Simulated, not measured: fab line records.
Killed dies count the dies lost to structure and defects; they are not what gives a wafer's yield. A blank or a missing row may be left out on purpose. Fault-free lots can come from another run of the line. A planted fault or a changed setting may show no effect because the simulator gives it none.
Chamber matching    flow gf180mcu    GF_V1_CMP_26 on cmp-01: 4 sister chambers
The step polishes, stops on SiO2, t overpolish 15 s, target thk 0 nm. 4 wafers are shown with their chamber, then 8 later ones without.

## WAFERS, EACH WITH ITS CHAMBER
wafer   chamber  motorCurrentA (A)
L207.4  0        11.7
L218.3  1        9.6
L218.4  3        11.7
L221.3  2        10.5

## WAFERS WITH NO CHAMBER GIVEN
wafer   motorCurrentA (A)
L221.4  12.5
L221.5  11.0
L225.1  11.3
L225.3  11.0
L225.5  11.1
L227.1  11.1
L227.3  11.0
L227.5  12.4

## WHICH CHAMBER EACH WENT THROUGH
wafer   from the rows above                in truth
L221.4  can't be placed: 0 or 3            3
L221.5  can't be placed: 2 or 0 or 3 or 1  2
L225.1  can't be placed: 0 or 3 or 2       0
L225.3  can't be placed: 2 or 0 or 3 or 1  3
L225.5  can't be placed: 0 or 2 or 3 or 1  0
L227.1  can't be placed: 0 or 2 or 3 or 1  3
L227.3  can't be placed: 2 or 0 or 3 or 1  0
L227.5  can't be placed: 0 or 3            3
Placed correctly: 0 of 8. Cannot be placed on the basis of these rows: 8; the candidates contain the true chamber in 8. Number placed wrongly: 0.
How it was worked out, from the rows above alone: a wafer's distance from a chamber is the root of the sum, over the readings, of the square of ((its reading less the chamber's mean) divided by the reading's scatter). If the next closest chamber is less than 2 further off than the closest, the wafer can't be placed; otherwise it belongs to the closest. A chamber's mean is the mean of its shown wafers. The scatter (one wafer shown for each chamber): square how far every hidden wafer sits from the nearest shown wafer, average those squares and take the square root.
